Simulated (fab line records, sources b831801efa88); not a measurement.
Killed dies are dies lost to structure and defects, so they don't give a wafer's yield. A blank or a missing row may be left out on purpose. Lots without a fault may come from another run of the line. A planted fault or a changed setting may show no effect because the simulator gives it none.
Which tool did it? | flow gf180mcu | 7 lots, 21 wafers sampled, at 2 steps of a route of 602

WHAT THE GAUGES READ, wafer by wafer
GF_VT_IMPLANT_RS_MEAS_49: measures by four-point-probe.
lot  | measured     | on            | MVPSD_RS (ohm/sq)
L922 | day 8 17:00  | film_metro-01 | 1172.7 1172.5 1171.5
L924 | day 9 07:17  | film_metro-03 | 1168.5 1167.7 1166.9
L927 | day 10 02:01 | film_metro-03 | 1167.7 1167.2 1168.5
L934 | day 12 01:36 | film_metro-04 | 1529.1 1531.6 1535.3
L937 | day 12 20:46 | film_metro-03 | 1166.0 1169.9 1169.2
L939 | day 13 10:24 | film_metro-04 | 1168.3 1166.2 1169.4
L941 | day 14 03:14 | film_metro-03 | 1172.5 1170.9 1170.8

WHICH TOOL RAN EACH LOT (tool, then ch and the chambers of the sampled wafers, then the start)
lot  | GF_MVPSD_IMPLANT_09
L922 | implanter-04 ch 0, day 6 01:03
L924 | implanter-01 ch 0, day 6 13:09
L927 | implanter-04 ch 0, day 7 06:25
L934 | implanter-03, day 9 01:22
L937 | implanter-03 ch 0, day 9 19:02
L939 | implanter-01 ch 0, day 10 06:13
L941 | implanter-01 ch 0, day 10 20:03
- GF_MVPSD_IMPLANT_09

THE ANSWER, worked out from the rows above alone
Rule: what is usual is taken from the lots themselves. Put in order of their means at a reading, lots are off if they are a third of the lots or fewer, leave a main group of 4 or more, and stand apart from it by a gap of 3 or more times the standard deviation of the main group's means; of several such gaps the widest counts. A main group whose means are all the same, to the digits that the tables above print for the reading, isn't used. A lot without any number at a reading at which 4 lots or more have one is off too. The other lots that the step has rows for count as sound.
Off: L934, at GF_VT_IMPLANT_RS_MEAS_49 (MVPSD_RS). The main group: mean 1169.2 ohm/sq, standard deviation 1.8.
A tool fits if, at a process step before that reading, it ran every lot that is off, and no sound lot after the first of them. The gauges at GF_VT_IMPLANT_RS_MEAS_49 are tried like those tools. None of those tried fits.

WHAT THE SIMULATOR HAD PUT IN
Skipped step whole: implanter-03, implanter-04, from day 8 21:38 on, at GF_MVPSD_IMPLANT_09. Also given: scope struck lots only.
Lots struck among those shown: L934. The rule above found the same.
